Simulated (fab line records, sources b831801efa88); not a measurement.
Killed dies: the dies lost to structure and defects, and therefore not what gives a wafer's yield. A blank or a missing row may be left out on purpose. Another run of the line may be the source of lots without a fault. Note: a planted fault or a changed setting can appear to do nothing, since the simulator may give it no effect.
Problem report in the 8D (eight disciplines) form, filled by code | flow sky130 | the parts of the form that need people (team, actions taken, sign-off) are left out

== 1. WHAT WENT WRONG ==
oes product au at SKY_METAL4_METAL_ETCH_18 reads a mean of 0.989 a.u. on 1 wafer of 1 lot; wafers without a fault read 0.862 a.u. with a standard deviation of 0.0066. That puts it +19 standard deviations away from the usual mean.
The step: etches the open film in Cl2/BCl3, stops on SiO2, target depth 845 nm, time 183.1 s.
The first sign was on wafer L416.2 at day 45 05:45, on rie metal-02. The record has a number at this step for 30 wafers belonging to 10 lots. Rule for "out", or "out of limits": more than 4 standard deviations from the usual mean. All remaining wafers that have a number are taken as sound.

== 2. WHAT IT IS; WHAT IT IS NOT ==
question                    | is                | is not
which readings at this step | oes product au    | chamber pressure mTorr, drypump motor current A, throttle valve pct
which lots                  | L416              | L405, L406, L409, L410, L412, L413, L414, L417, L426
which wafers of those lots  | L416.2            | L416.5, L416.6
read on which tools         | rie metal-02      | rie metal-01, rie metal-04
when                        | from day 45 05:45 | up to then (23 sound wafers); but 6 sound wafers of L417, L426 came after

== 3. WHAT RULES OUT EACH SUSPECT ==
Counting: any tool at a process step up to the reading remains a suspect provided it ran every lot that is out. Sound lots after the first of them don't rule it out here, since some wafers of a struck lot are sound.
- plasma asher-03 at SKY_LDD_HVP_STRIP_09 (strips in O2/N2): kept. It ran the lot that is out, L416 (day 25 18:53).
- rtp anneal-02 at SKY_SD_N_RTA_14 (time 2 s): kept. It ran the lot that is out, L416 (day 31 21:54); its last sound lot up to then is L413 (day 31 02:20).
- pvd sputter-01 at SKY_METAL4_SPUTTER_02 (material AlCu, target thk 735 nm, time 39.1 s): kept. It ran the lot that is out, L416 (day 43 06:38); its last sound lot up to then is L414 (day 42 21:05).
- rie metal-02 at SKY_METAL4_METAL_ETCH_18 (etches the open film in Cl2/BCl3, stops on SiO2, target depth 845 nm, time 183.1 s): kept. It ran the lot that is out, L416 (day 45 05:45); its last sound lot up to then is L414 (day 44 20:22). Its own oes product au readings are out on those wafers.
Left after counting: plasma asher-03 at SKY_LDD_HVP_STRIP_09, rtp anneal-02 at SKY_SD_N_RTA_14, pvd sputter-01 at SKY_METAL4_SPUTTER_02, rie metal-02 at SKY_METAL4_METAL_ETCH_18.

== 4. THE CAUSE (what the simulator had put in) ==
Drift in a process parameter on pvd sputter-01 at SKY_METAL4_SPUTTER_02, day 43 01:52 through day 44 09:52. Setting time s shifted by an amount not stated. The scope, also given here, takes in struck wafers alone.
This tool is one of the 4 suspects left after counting.

== 5. THE CHAIN OF EFFECTS, in route order ==
Rows list readings where the struck wafers' mean (over those with a number) sits beyond 3 standard deviations from the usual. Only readings whose record carries a usual standard deviation are examined. hours: median over the lots of the time between each lot's start at the first step of this table that gives one and its start at this step. sigmas: the change, counted in usual standard deviations.
hours | step                     | reading              | usual      | on struck wafers | change | sigmas
0     | SKY_METAL4_METAL_ETCH_18 | oes product au       | 0.862 a.u. | 0.989            | +0.127 | +19
88    | SKY_PAD_OPEN_PROBE_99    | defect limited yield | 82.6 %     | 5.7              | -76.9  | -43
88    | SKY_PAD_OPEN_PROBE_99    | killed_at_M4_up      | 2.9        | 383.0            | +380.1 | +99 or more
88    | SKY_PAD_OPEN_PROBE_99    | killed dies          | 86         | 464              | +378   | +43
88    | SKY_PAD_OPEN_PROBE_99    | killed on rim        | 16         | 87               | +71    | +17
88    | SKY_PAD_OPEN_PROBE_99    | sort_bin_5_function  | 10.2 %     | 87.4             | +77.2  | +55
88    | SKY_PAD_OPEN_PROBE_99    | sort n pass          | 406        | 28               | -378   | -43
88    | SKY_PAD_OPEN_PROBE_99    | sort yield pct       | 82.6 %     | 5.7              | -76.9  | -43
The process steps in it:
- SKY_METAL4_METAL_ETCH_18: etches the open film in Cl2/BCl3, stops on SiO2, target depth 845 nm, time 183.1 s.
- SKY_PAD_OPEN_PROBE_99

== 6. WHAT WOULD HAVE CAUGHT IT SOONER ==
In this record the first reading out of limits was taken at day 45 05:45, 52 hours after the fault began at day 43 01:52.
No tool reading at SKY_METAL4_SPUTTER_02 that has a usual standard deviation in the record was out on any struck wafer, so an alarm limit of 4 standard deviations on those readings would not have fired.
All the lots that are out (1) had begun SKY_METAL4_SPUTTER_02 on pvd sputter-01 by day 45 05:45. None of them would have been spared by holding the tool at that moment.
